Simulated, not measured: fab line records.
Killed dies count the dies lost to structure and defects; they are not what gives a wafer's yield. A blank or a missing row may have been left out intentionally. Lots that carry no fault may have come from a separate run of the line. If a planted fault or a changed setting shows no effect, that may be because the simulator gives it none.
fab line records | flow sky130
[record] lots = 12 wafers = 36 last-day = 50
route steps=708 shown METAL3@567 VIA4@660 METAL5@663 PASSIVATION@693 PAD_OPEN@708
lots with no fault: from the same line, run without faults
start-h: hours from the record's opening day to when the first of the lot's shown wafers began | wait-h: hours from the lot's prior step to this one | " same as the row above | L1.1+2: a row that stands for several wafers | - no value, or no start given | * or withheld: withheld | < > ~ a bound
route shown NAME@n: names a module that has steps shown in the file, with the first one's number in the route | usual: mean/standard deviation of fault-free wafers | same: alike in all rows | chamber/n: place in a boat | sites: per-site readings | _std_site: standard deviation of those values | _edge_site: the outer-site mean with the inner-site mean subtracted | radius-mm: for every site, how far away it sits from the centre of the wafer | mask NAME#n: copy n | behind: the last tool/chamber to shape the wafer | hold: cause of the lot's hold/its duration in hours/its outcome | device: names the non-switching transistor (n, p or np) | end of line: the same wafers' tests at the end of the route | step lacking rows: just its recipe | killed: dies that structure and defects cost at the first sort, which is not the same as the wafer's yield | map: dies across one wafer; x = killed, . = not, _ = none there
set.NAME: the run value of the setting; set.NAME@STEP: its run value at that earlier step | model.NAME: the simulator's own value behind a step, which no gauge read
route steps across a sampled set of lots; one table per step, one row per wafer
services: a tool's chamber out of use, with start hour (start-h, from the record's first day; less than 0 if before it), hours out, and reason
[[steps]]
[step SKY_METAL3_ETCH_17]
[recipe] target = SiO2 stop-on = TiN chemistry = C4F8/O2/Ar source-w = 1500 bias-w = 1200 pressure-mtorr = 40 c4f8-flow-sccm = withheld O2_flow_sccm = 6 Ar_flow_sccm = 300 time-s = 3.9 target-depth-a = 150
[usual] oes-product-au = 0.754/0.0069
// columns lot.wafer tool chamber start-h wait-h oes-product-au rf-hours-counter-h
L941.1 rie-diel-01 2 917.41 0.1 0.744 20
L941.2 " 3 " " 0.760 13
L941.6 " 1 " " 0.761 -
L942.2 rie-diel-02 3 927.36 0.1 0.762 17
L942.4 " 0 " " 0.753 10
L942.6 " 2 " " 0.760 -
L943.2 rie-diel-04 0 935.54 0.1 0.751 21
L943.5 " 3 " " 0.757 -
L943.6 " 2 " " 0.766 -
L946.1 rie-diel-01 3 959.51 0.1 0.745 14
L946.2 " 2 " " 0.747 22
L946.4 " 1 " " 0.749 14
L949.1 rie-diel-01 0 983.96 0.1 0.754 13
L949.3 " 2 " " 0.754 22
L949.5 " 3 " " 0.751 -
L950.3 rie-diel-04 2 995.56 0.0 0.755 21
L950.4 " 1 " " 0.758 16
L950.6 " 1 " " 0.759 -
L956.2 rie-diel-02 1 1028.07 0.1 0.733 19
L956.3 " 3 " " 0.753 20
L956.6 " 2 " " 0.757 -
L955.3 rie-diel-04 2 1030.11 0.0 0.751 22
L955.5 " 3 " " 0.746 -
L955.6 " 0 " " 0.753 -
L959.3 rie-diel-04 0 1042.26 0.0 0.742 25
L959.5 " 2 " " 0.760 -
L959.6 " 3 " " 0.753 -
L960.3 rie-diel-04 3 1045.16 0.0 0.749 16
L960.4 " 0 " " 0.752 25
L960.6 " 1 " " 0.772 -
L961.1 rie-diel-04 0 1060.01 0.1 0.749 25
L961.2 " 2 " " 0.753 23
L961.3 " 3 " " 0.753 16
L962.2 rie-diel-04 2 1061.86 0.1 0.754 23
L962.4 " 3 " " 0.757 16
L962.5 " 0 " " 0.756 -
[step SKY_VIA4_CMP_21]
[recipe] stop-on = SiO2 t-overpolish-s = 25 down-force-psi = 3.5 platen-rpm = 60 target-thk-nm = 0 pad-velocity-m-s = 0.94248
[usual] edge-zone-pressure-frac = 1.000/0.0053 motor-current-A = 10.2/0.92 overpolish-run-s = 25.000/0.0087 time-to-endpoint-s = 123/3.8
[same] t-overpolish-s = 25
// columns lot.wafer tool chamber start-h wait-h edge-zone-pressure-frac motor-current-A overpolish-run-s time-to-endpoint-s
L941.1 cmp-02 0 1018.77 0.1 0.996 10.1 25.008 121
L941.2 " 1 " " 0.998 11.4 24.994 123
L941.6 " 3 " " 1.001 9.6 25.003 126
L942.4 cmp-01 1 1029.66 0.1 0.993 11.2 25.001 114
L942.2 " 2 " " 0.992 9.4 24.993 117
L942.6 " 0 " " 0.987 9.5 24.986 118
L943.2 cmp-01 0 1038.54 0.1 1.002 9.7 25.001 122
L943.6 " 2 " " 1.007 10.1 24.995 126
L943.5 " 3 " " 0.998 9.0 25.007 126
L946.1 cmp-02 1 1063.59 0.1 0.997 11.4 25.001 125
L946.2 " 2 " " 1.006 10.7 24.998 121
L946.4 " 3 " " 0.997 9.4 25.000 132
L949.3 cmp-01 2 1079.89 0.1 1.007 10.2 25.011 120
L949.1 " 3 " " 1.007 8.7 24.989 120
L949.5 " 1 " " 1.011 11.4 24.999 120
L950.4 cmp-02 3 1090.45 0.0 1.007 9.8 24.985 128
L950.3 " 0 " " 1.003 9.8 25.011 123
L950.6 " 0 " " 1.004 10.0 25.008 124
L956.3 cmp-01 0 1119.37 0.1 1.002 9.6 25.002 125
L956.2 " 1 " " 0.999 11.5 24.993 123
L956.6 " 3 " " 0.998 9.2 24.987 124
L955.3 cmp-02 2 1120.24 0.0 0.988 10.7 24.997 130
L955.6 " 2 " " 0.996 11.1 24.984 128
L955.5 " 3 " " 1.000 9.9 25.004 133
L959.3 cmp-02 3 1131.87 0.2 0.995 9.3 24.998 125
L959.5 " 0 " " 1.003 9.6 24.993 125
L959.6 " 1 " " 1.007 11.9 25.000 123
L960.4 cmp-02 3 1134.72 0.1 1.002 9.6 25.003 126
L960.3 " 0 " " 0.999 10.3 24.979 119
L960.6 " 2 " " 0.996 10.8 25.009 119
L961.3 cmp-01 0 1145.12 0.1 0.994 9.0 25.013 121
L961.2 " 1 " " 0.999 11.1 25.006 124
L961.1 " 2 " " 1.002 10.1 25.004 126
L962.2 cmp-01 3 1149.77 0.0 1.002 9.0 24.999 121
L962.4 " 2 " " 1.004 9.9 24.991 118
L962.5 " 3 " " 1.006 8.4 25.001 117
[step SKY_METAL5_SPUTTER_02]
[recipe] material = AlCu target-thk-nm = 1150 power-w = 10600 time-s = 61.2 chamber-pressure-pa = 0.4
[usual] throttle-valve-pct = 30.6/1
// columns lot.wafer tool chamber start-h wait-h throttle-valve-pct
L941.1 pvd-sputter-03 - 1019.07 0.0 32.1
L941.2 " - " " 30.2
L941.6 " - " " 31.8
L942.2 pvd-sputter-03 - 1029.91 0.0 32.2
L942.4 " - " " 30.4
L942.6 " - " " 30.2
L943.2 pvd-sputter-01 - 1038.79 0.0 30.1
L943.5 " - " " 30.1
L943.6 " - " " 31.9
L946.1 pvd-sputter-01 - 1063.93 0.0 31.7
L946.2 " - " " 30.1
L946.4 " - " " 29.3
L949.1 pvd-sputter-01 - 1080.19 0.0 29.2
L949.3 " - " " 30.1
L949.5 " - " " 28.9
L950.3 pvd-sputter-02 - 1090.80 0.0 29.8
L950.4 " - " " 30.2
L950.6 " - " " 30.6
L956.2 pvd-sputter-02 - 1119.67 0.0 30.4
L956.3 " - " " 29.5
L956.6 " - " " 29.1
L955.3 pvd-sputter-03 - 1120.58 0.0 32.0
L955.5 " - " " 31.8
L955.6 " - " " 31.8
L959.3 pvd-sputter-02 - 1132.07 0.0 29.9
L959.5 " - " " 30.5
L959.6 " - " " 31.2
L960.3 pvd-sputter-02 - 1134.97 0.0 30.2
L960.4 " - " " 30.5
L960.6 " - " " 30.3
L961.1 pvd-sputter-02 - 1145.42 0.0 29.0
L961.2 " - " " 29.9
L961.3 " - " " 31.4
L962.2 pvd-sputter-03 - 1150.12 0.0 31.7
L962.4 " - " " 29.8
L962.5 " - " " 32.2
[step SKY_PASSIVATION_STRIP_12]
[recipe] chemistry = O2/N2 power-w = 1400 pressure-mtorr = 1500 platen-temp-c = withheld overash-fraction = 0.7 o2-flow-sccm = 3000 n2-flow-sccm = 300
[usual] drypump-motor-current-A = 5.7/0.45 oes-product-au = 0.662/0.0049 strip-time-to-endpoint-s = 31.49/0.12
// columns lot.wafer tool chamber start-h wait-h drypump-motor-current-A oes-product-au rf-hours-counter-h strip-time-to-endpoint-s
L941.1 plasma-asher-04 0 1064.65 0.1 6.3 0.650 32 31.31
L941.2 " 1 " " 5.6 0.661 32 31.40
L941.6 " 1 " " 5.6 0.663 - 31.35
L942.2 plasma-asher-04 1 1075.20 0.1 5.5 0.671 33 31.63
L942.4 " 0 " " 6.2 0.667 - 31.46
L942.6 " 0 " " 6.2 0.651 - 31.38
L943.2 plasma-asher-04 1 1082.70 0.1 5.5 0.655 34 31.48
L943.5 " 0 " " 6.2 0.660 - 31.66
L943.6 " 1 " " 5.5 0.661 - 31.52
L946.1 plasma-asher-03 0 1106.35 0.1 6.3 0.663 63 31.75
L946.2 " 1 " " 5.9 0.669 63 31.52
L946.4 " 0 " " 6.3 0.656 - 31.42
L949.1 plasma-asher-02 0 1122.20 0.1 5.2 0.664 5 31.43
L949.3 " 1 " " 5.2 0.648 - 31.26
L949.5 " 1 " " 5.2 0.663 - 31.37
L950.3 plasma-asher-02 0 1132.53 0.1 5.1 0.659 - 31.52
L950.4 " 1 " " 5.2 0.666 - 31.29
L950.6 " 1 " " 5.2 0.658 - 31.71
L956.2 plasma-asher-04 0 1157.50 0.1 6.2 0.662 41 31.60
L956.3 " 1 " " 5.5 0.654 - 31.54
L956.6 " 1 " " 5.6 0.663 - 31.61
L955.3 plasma-asher-02 0 1159.02 0.1 5.1 0.663 - 31.41
L955.5 " 1 " " 5.2 0.659 - 31.33
L955.6 " 0 " " 5.2 0.664 - 31.54
L959.3 plasma-asher-04 1 1169.57 0.1 5.5 0.666 - 31.62
L959.5 " 1 " " 5.5 0.663 - 31.36
L959.6 " 0 " " 6.2 0.664 - 31.55
L960.3 plasma-asher-04 1 1172.33 0.1 5.5 0.676 - 31.54
L960.4 " 0 " " 6.2 0.656 - 31.52
L960.6 " 0 " " 6.2 0.664 - 31.46
L961.1 plasma-asher-03 1 1182.00 0.1 5.9 0.657 70 31.40
L961.2 " 0 " " 6.3 0.665 70 31.63
L961.3 " 0 " " 6.3 0.664 - 31.62
L962.2 plasma-asher-04 1 1186.75 0.1 5.6 0.656 44 31.30
L962.4 " 0 " " 6.2 0.664 - 31.44
L962.5 " 1 " " 5.6 0.664 - 31.25
[step SKY_PAD_OPEN_PROBE_99]
[usual] defect-limited-yield = 82.5/2.1 killed_at_M0_to_M3 = 43/7.7 killed_at_M4_up = 3.4/1.9 killed-at-contacts = 25/5.6 killed-at-front-end = 14/4.3 killed-at-other = 0.2/0.5 killed-dies = 86/10 killed-open = 47/7.2 killed-short = 39/6.7 sort_bin_3_pad_short = 0.9/0.46 sort_bin_5_function = 10.4/1.5 sort_bin_6_memory = 6.2/1.2 sort-n-pass = 406/10 sort-yield-pct = 82.5/2.1
[same] gross-dies = 492 killed-at-back-side = 0 sort_bin_4_leakage[%] = 0 sort_bin_8_speed[%] = 0
// columns lot.wafer tool chamber start-h wait-h defect-limited-yield[%] killed_at_M0_to_M3 killed_at_M4_up killed-at-contacts killed-at-front-end killed-at-other killed-dies killed-open killed-short sort_bin_3_pad_short[%] sort_bin_5_function[%] sort_bin_6_memory[%] sort-n-pass sort-yield-pct[%]
L941.1 prober-02 - 1088.15 0.1 79.7 51 3 32 14 0 100 60 40 0.4 12.0 7.9 392 79.7
L941.2 prober-02 - 1088.20 0.1 82.3 48 5 25 9 0 87 46 41 1.8 9.8 6.1 405 82.3
L941.6 prober-02 - 1088.40 0.2 83.9 36 0 32 11 0 79 46 33 1.2 8.9 5.9 413 83.9
L942.2 prober-01 - 1098.19 0.1 82.1 39 2 32 15 0 88 48 40 0.6 11.6 5.7 404 82.1
L942.4 prober-01 - 1098.29 0.2 80.7 40 5 35 15 0 95 44 51 0.6 11.6 7.1 397 80.7
L942.6 prober-01 - 1098.39 0.2 77.8 51 6 39 13 0 109 49 60 1.2 13.6 7.3 383 77.8
L943.2 prober-02 - 1105.40 0.1 81.9 47 3 29 10 0 89 49 40 0.8 10.6 6.7 403 81.9
L943.5 prober-02 - 1105.55 0.2 85.2 34 2 22 15 0 73 36 37 0.4 9.1 5.3 419 85.2
L943.6 prober-02 - 1105.60 0.2 79.9 49 6 32 12 0 99 63 36 0.8 12.6 6.7 393 79.9
L946.1 prober-01 - 1128.10 0.1 77.4 75 1 18 16 1 111 46 38 2.4 12.6 7.5 381 77.4
L946.2 prober-01 - 1128.15 0.1 75.2 80 3 24 15 0 122 58 33 2.2 16.7 5.9 370 75.2
L946.4 prober-01 - 1128.25 0.2 77.4 65 1 28 17 0 111 40 35 1.6 13.8 7.1 381 77.4
L949.1 prober-02 - 1143.14 0.1 77.2 82 1 15 14 0 112 36 31 2.4 14.8 5.5 380 77.2
L949.3 prober-02 - 1143.24 0.2 74.0 78 3 32 15 0 128 51 37 2.4 16.7 6.9 364 74.0
L949.5 prober-02 - 1143.34 0.2 80.5 63 1 24 8 0 96 37 33 2.0 12.6 4.9 396 80.5
L950.3 prober-01 - 1153.31 0.2 87.4 35 5 14 7 1 62 33 29 0.8 8.3 3.5 430 87.4
L950.4 prober-01 - 1153.36 0.2 84.8 39 4 19 13 0 75 44 31 0.6 8.3 6.3 417 84.8
L950.6 prober-01 - 1153.46 0.2 86.6 30 1 20 14 1 66 42 24 0.2 8.7 4.5 426 86.6
L956.2 prober-01 - 1178.05 0.1 78.3 55 5 34 13 0 107 57 50 1.2 13.2 7.3 385 78.3
L956.3 prober-01 - 1178.10 0.2 81.5 41 6 29 15 0 91 50 41 0.6 10.8 7.1 401 81.5
L956.6 prober-01 - 1178.25 0.2 82.7 43 4 23 15 0 85 44 41 0 10.4 6.9 407 82.7
L955.3 prober-01 - 1179.60 0.2 83.3 39 4 25 13 1 82 46 36 0.6 10.2 5.9 410 83.3
L955.5 prober-01 - 1179.70 0.2 79.3 50 2 28 21 1 102 52 50 1.4 11.8 7.5 390 79.3
L955.6 prober-01 - 1179.75 0.2 84.1 40 4 19 15 0 78 46 32 0.8 9.6 5.5 414 84.1
L959.3 prober-02 - 1189.45 0.2 82.9 42 4 24 14 0 84 39 45 1.4 8.7 6.9 408 82.9
L959.5 prober-02 - 1189.55 0.2 83.7 42 5 26 7 0 80 46 34 1.0 9.8 5.5 412 83.7
L959.6 prober-02 - 1189.60 0.2 82.1 46 3 20 19 0 88 57 31 0.4 11.2 6.3 404 82.1
L960.3 prober-01 - 1191.67 0.2 80.7 48 3 26 18 0 95 50 45 1.4 9.6 8.3 397 80.7
L960.4 prober-01 - 1191.72 0.2 82.5 43 5 31 7 0 86 50 36 0.2 9.8 7.5 406 82.5
L960.6 prober-01 - 1191.82 0.2 82.3 36 5 31 14 1 87 52 35 0.4 9.3 7.9 405 82.3
L961.1 prober-02 - 1200.41 0.1 82.7 38 4 25 18 0 85 45 40 1.4 9.8 6.1 407 82.7
L961.2 prober-02 - 1200.46 0.1 86.4 30 2 15 20 0 67 34 33 0.8 8.1 4.7 425 86.4
L961.3 prober-02 - 1200.51 0.2 81.3 46 4 30 12 0 92 48 44 0.8 11.6 6.3 400 81.3
L962.2 prober-01 - 1204.00 0.1 85.8 34 2 20 14 0 70 43 27 0.4 6.7 7.1 422 85.8
L962.4 prober-01 - 1204.10 0.2 82.5 38 3 26 19 0 86 54 32 0.2 10.2 7.1 406 82.5
L962.5 prober-01 - 1204.15 0.2 80.9 47 3 31 13 0 94 44 50 0.6 10.8 7.7 398 80.9
// killed by level:class
L941.1 CONTACT:geometric-particle:open=11 LI_CONTACT:geometric-particle:open=10 VIA3:geometric-particle:open=10 VIA2:geometric-particle:open=9 LOCAL_INTERCONNECT:geometric-particle:short=8 VIA1:geometric-particle:open=6 VIA1:geometric-particle:short=5 VIA3:geometric-particle:short=5
L941.2 VIA2:geometric-particle:open=10 VIA1:geometric-particle:open=9 CONTACT:geometric-particle:open=8 METAL1:geometric-particle:short=7 CONTACT:geometric-particle:short=6 LI_CONTACT:geometric-particle:open=5 METAL4:geometric-particle:short=4 METAL2:geometric-particle:short=4
L941.6 VIA2:geometric-particle:open=10 LI_CONTACT:geometric-particle:open=9 CONTACT:geometric-particle:open=9 LI_CONTACT:geometric-particle:short=7 VIA1:geometric-particle:open=5 POLY_GATE:geometric-particle:short=4 CONTACT:geometric-particle:short=4 VIA1:geometric-particle:short=4
L942.2 LI_CONTACT:geometric-particle:open=8 CONTACT:geometric-particle:open=8 VIA1:geometric-particle:open=8 VIA2:geometric-particle:open=7 LI_CONTACT:geometric-particle:short=6 VIA1:geometric-particle:short=5 CONTACT:geometric-particle:short=5 VIA3:geometric-particle:open=5
L942.4 LOCAL_INTERCONNECT:geometric-particle:short=9 CONTACT:geometric-particle:open=9 VIA1:geometric-particle:open=8 VIA3:geometric-particle:open=7 CONTACT:geometric-particle:short=7 FIELD_ISO:geometric-particle:open=6 LI_CONTACT:geometric-particle:open=6 METAL1:geometric-particle:short=6
L942.6 CONTACT:geometric-particle:open=14 VIA1:geometric-particle:short=10 FIELD_ISO:geometric-particle:short=9 LI_CONTACT:geometric-particle:open=9 VIA1:geometric-particle:open=8 METAL1:geometric-particle:short=7 METAL2:geometric-particle:short=7 VIA2:geometric-particle:open=6
L943.2 CONTACT:geometric-particle:open=13 VIA3:geometric-particle:open=10 LI_CONTACT:geometric-particle:open=6 VIA2:geometric-particle:short=6 VIA1:geometric-particle:open=5 VIA3:geometric-particle:short=5 VIA1:geometric-particle:short=5 FIELD_ISO:geometric-particle:short=4
L943.5 CONTACT:geometric-particle:open=9 VIA3:geometric-particle:open=9 METAL1:geometric-particle:short=8 CONTACT:geometric-particle:short=6 LOCAL_INTERCONNECT:geometric-particle:short=5 POLY_GATE:geometric-particle:open=4 POLY_GATE:geometric-particle:short=4 FIELD_ISO:geometric-particle:open=3
L943.6 VIA1:geometric-particle:open=22 CONTACT:geometric-particle:open=12 CONTACT:geometric-particle:short=8 LI_CONTACT:geometric-particle:open=6 FIELD_ISO:geometric-particle:open=5 LI_CONTACT:geometric-particle:short=4 VIA2:geometric-particle:short=4 VIA2:geometric-particle:open=4
L946.1 METAL3:unspecified=27 VIA1:geometric-particle:open=11 FIELD_ISO:geometric-particle:short=7 CONTACT:geometric-particle:open=7 METAL2:geometric-particle:short=6 LI_CONTACT:geometric-particle:open=6 METAL1:geometric-particle:short=6 VIA1:geometric-particle:short=5
L946.2 METAL3:unspecified=31 VIA1:geometric-particle:open=15 CONTACT:geometric-particle:open=13 FIELD_ISO:geometric-particle:short=6 LI_CONTACT:geometric-particle:open=6 METAL1:geometric-particle:short=6 FIELD_ISO:geometric-particle:open=5 VIA2:geometric-particle:open=5
L946.4 METAL3:unspecified=36 CONTACT:geometric-particle:open=10 VIA1:geometric-particle:open=9 CONTACT:geometric-particle:short=8 FIELD_ISO:geometric-particle:short=7 FIELD_ISO:geometric-particle:open=5 LI_CONTACT:geometric-particle:open=5 METAL1:geometric-particle:short=5
L949.1 METAL3:unspecified=45 VIA1:geometric-particle:open=12 VIA3:geometric-particle:open=5 FIELD_ISO:geometric-particle:open=5 LI_CONTACT:geometric-particle:short=5 LI_CONTACT:geometric-particle:open=4 LOCAL_INTERCONNECT:geometric-particle:short=4 VIA1:geometric-particle:short=4
L949.3 METAL3:unspecified=40 LI_CONTACT:geometric-particle:open=10 CONTACT:geometric-particle:open=10 VIA1:geometric-particle:open=9 FIELD_ISO:geometric-particle:short=6 VIA1:geometric-particle:short=5 VIA2:geometric-particle:open=5 LOCAL_INTERCONNECT:geometric-particle:short=4
L949.5 METAL3:unspecified=26 CONTACT:geometric-particle:open=10 VIA2:geometric-particle:open=9 VIA1:geometric-particle:short=6 LI_CONTACT:geometric-particle:open=5 METAL2:geometric-particle:short=5 LI_CONTACT:geometric-particle:short=4 VIA1:geometric-particle:open=4
L950.3 VIA1:geometric-particle:open=6 VIA3:geometric-particle:open=6 VIA2:geometric-particle:open=6 LI_CONTACT:geometric-particle:open=5 VIA1:geometric-particle:short=5 LOCAL_INTERCONNECT:geometric-particle:short=4 POLY_GATE:geometric-particle:short=3 METAL2:geometric-particle:short=3
L950.4 VIA1:geometric-particle:open=14 VIA1:geometric-particle:short=8 CONTACT:geometric-particle:open=6 VIA3:geometric-particle:open=6 FIELD_ISO:geometric-particle:open=4 FIELD_ISO:geometric-particle:short=4 LI_CONTACT:geometric-particle:open=4 CONTACT:geometric-particle:short=4
L950.6 VIA1:geometric-particle:open=9 LI_CONTACT:geometric-particle:open=8 CONTACT:geometric-particle:open=8 FIELD_ISO:geometric-particle:short=5 METAL1:geometric-particle:short=4 VIA2:geometric-particle:open=4 METAL3:geometric-particle:short=4 POLY_CUT:geometric-particle:open=3
L956.2 VIA1:geometric-particle:open=21 LI_CONTACT:geometric-particle:open=11 LOCAL_INTERCONNECT:geometric-particle:short=10 VIA1:geometric-particle:short=9 VIA2:geometric-particle:open=7 METAL2:geometric-particle:short=6 CONTACT:geometric-particle:open=6 CONTACT:geometric-particle:short=5
L956.3 CONTACT:geometric-particle:open=10 LI_CONTACT:geometric-particle:open=9 VIA3:geometric-particle:open=8 VIA1:geometric-particle:short=8 METAL1:geometric-particle:short=7 VIA1:geometric-particle:open=7 POLY_GATE:geometric-particle:open=6 POLY_GATE:geometric-particle:short=5
L956.6 METAL2:geometric-particle:short=12 CONTACT:geometric-particle:open=11 VIA1:geometric-particle:open=11 LI_CONTACT:geometric-particle:open=6 FIELD_ISO:geometric-particle:short=5 METAL3:geometric-particle:short=5 FIELD_ISO:geometric-particle:open=4 METAL4:geometric-particle:short=4
L955.3 CONTACT:geometric-particle:open=11 VIA1:geometric-particle:open=10 METAL2:geometric-particle:short=10 FIELD_ISO:geometric-particle:open=6 VIA2:geometric-particle:open=5 CONTACT:geometric-particle:short=4 VIA3:geometric-particle:open=4 FIELD_ISO:geometric-particle:short=3
L955.5 CONTACT:geometric-particle:open=13 METAL1:geometric-particle:short=8 POLY_GATE:geometric-particle:short=7 VIA1:geometric-particle:open=7 METAL2:geometric-particle:short=7 VIA3:geometric-particle:open=7 VIA2:geometric-particle:open=5 LI_CONTACT:geometric-particle:open=4
L955.6 VIA3:geometric-particle:open=12 VIA1:geometric-particle:open=10 CONTACT:geometric-particle:open=7 FIELD_ISO:geometric-particle:short=6 METAL1:geometric-particle:short=5 CONTACT:geometric-particle:short=4 FIELD_ISO:geometric-particle:open=3 LI_CONTACT:geometric-particle:short=3
L959.3 CONTACT:geometric-particle:open=9 VIA3:geometric-particle:open=7 VIA1:geometric-particle:open=6 METAL2:geometric-particle:short=6 VIA2:geometric-particle:short=6 CONTACT:geometric-particle:short=5 FIELD_ISO:geometric-particle:short=4 LI_CONTACT:geometric-particle:open=4
L959.5 VIA2:geometric-particle:open=12 CONTACT:geometric-particle:open=9 VIA3:geometric-particle:open=8 LOCAL_INTERCONNECT:geometric-particle:short=7 CONTACT:geometric-particle:short=6 METAL2:geometric-particle:short=5 VIA1:geometric-particle:open=5 METAL1:geometric-particle:short=4
L959.6 VIA2:geometric-particle:open=13 VIA1:geometric-particle:open=10 VIA3:geometric-particle:open=9 CONTACT:geometric-particle:open=6 FIELD_ISO:geometric-particle:open=5 POLY_GATE:geometric-particle:short=4 POLY_GATE:geometric-particle:open=4 LI_CONTACT:geometric-particle:open=4
L960.3 VIA1:geometric-particle:open=12 CONTACT:geometric-particle:open=9 VIA2:geometric-particle:open=7 POLY_GATE:geometric-particle:short=6 LI_CONTACT:geometric-particle:open=6 POLY_GATE:geometric-particle:open=5 CONTACT:geometric-particle:short=5 METAL1:geometric-particle:short=5
L960.4 LI_CONTACT:geometric-particle:open=12 CONTACT:geometric-particle:open=9 VIA3:geometric-particle:open=8 VIA2:geometric-particle:open=7 VIA1:geometric-particle:short=7 VIA1:geometric-particle:open=5 LI_CONTACT:geometric-particle:short=4 METAL2:geometric-particle:short=4
L960.6 LI_CONTACT:geometric-particle:open=11 CONTACT:geometric-particle:open=10 VIA2:geometric-particle:open=7 METAL1:geometric-particle:short=7 CONTACT:geometric-particle:short=6 POLY_GATE:geometric-particle:open=5 METAL4:geometric-particle:short=5 VIA3:geometric-particle:open=5
L961.1 CONTACT:geometric-particle:open=11 LI_CONTACT:geometric-particle:open=7 METAL1:geometric-particle:short=7 VIA1:geometric-particle:open=7 FIELD_ISO:geometric-particle:open=6 METAL2:geometric-particle:short=6 FIELD_ISO:geometric-particle:short=5 POLY_GATE:geometric-particle:short=4
L961.2 VIA3:geometric-particle:open=8 CONTACT:geometric-particle:open=8 METAL1:geometric-particle:short=8 POLY_GATE:geometric-particle:short=7 FIELD_ISO:geometric-particle:short=5 POLY_GATE:geometric-particle:open=4 VIA1:geometric-particle:open=4 LOCAL_INTERCONNECT:geometric-particle:short=3
L961.3 CONTACT:geometric-particle:open=11 LI_CONTACT:geometric-particle:open=9 LOCAL_INTERCONNECT:geometric-particle:short=8 VIA1:geometric-particle:open=7 VIA2:geometric-particle:open=6 VIA3:geometric-particle:short=6 VIA3:geometric-particle:open=6 POLY_GATE:geometric-particle:short=4
L962.2 LI_CONTACT:geometric-particle:open=11 METAL1:geometric-particle:short=7 VIA1:geometric-particle:open=7 VIA2:geometric-particle:open=7 FIELD_ISO:geometric-particle:short=4 FIELD_ISO:geometric-particle:open=3 POLY_GATE:geometric-particle:open=3 CONTACT:geometric-particle:open=3
L962.4 CONTACT:geometric-particle:open=10 LI_CONTACT:geometric-particle:open=9 VIA2:geometric-particle:open=8 VIA3:geometric-particle:open=7 FIELD_ISO:geometric-particle:short=5 VIA1:geometric-particle:open=5 VIA2:geometric-particle:short=3 CONTACT:geometric-particle:short=3
L962.5 VIA3:geometric-particle:open=10 CONTACT:geometric-particle:open=10 METAL1:geometric-particle:short=9 LOCAL_INTERCONNECT:geometric-particle:short=8 VIA1:geometric-particle:short=7 VIA1:geometric-particle:open=7 CONTACT:geometric-particle:short=6 FIELD_ISO:geometric-particle:short=4
[[services]]
// columns tool chamber start-h hours kind
pvd-sputter-02 - 893.60 1.5 repair
cmp-01 - 895.81 3.2 repair
cmp-01 - 906.08 2.2 repair
plasma-asher-02 - 908.55 1.2 repair
cmp-01 - 912.00 4.0 pm
rie-diel-04 3 912.85 5.1 repair
cmp-02 - 913.09 3.3 repair
cmp-02 - 919.54 1.3 repair
cmp-02 - 957.48 1.2 repair
cmp-02 - 960.74 21.9 repair
plasma-asher-04 - 1024.59 1.6 repair
rie-diel-01 1 1040.42 63.3 repair
cmp-01 - 1043.74 5.4 repair
rie-diel-04 0 1074.41 38.8 repair
plasma-asher-04 - 1079.70 2.8 pm
cmp-02 - 1084.34 4.0 pm
cmp-01 - 1087.11 0.5 repair
cmp-01 - 1091.50 0.3 repair
cmp-02 - 1101.82 3.9 repair
rie-diel-04 0 1130.65 30.7 repair
cmp-02 - 1157.23 0.9 repair
cmp-01 - 1170.54 4.0 pm
rie-diel-04 - 1181.63 0.6 repair
cmp-02 - 1183.07 3.3 pm
[[key]]
[first-sign] step = SKY_PAD_OPEN_PROBE_99 reading = killed_at_M0_to_M3 direction = up sigmas = 4 usual = 43 struck = 74
[effect] step = SKY_PAD_OPEN_PROBE_99 reading = sort_bin_3_pad_short direction = up sigmas = 2.8 usual = 0.9 struck = 2.2
met-at SKY_METAL3_ETCH_17
struck-lots L946,L949
not-acting-at SKY_VIA4_CMP_21,SKY_METAL5_SPUTTER_02,SKY_PASSIVATION_STRIP_12
onset-between 917.41 959.51
[fault] kind = chamber-particle-source tool = rie-diel-01 chamber = - onset-h = 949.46 steps = SKY_METAL3_ETCH_17 rate-per-visit-cm2 = 0.47305 end-h = 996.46
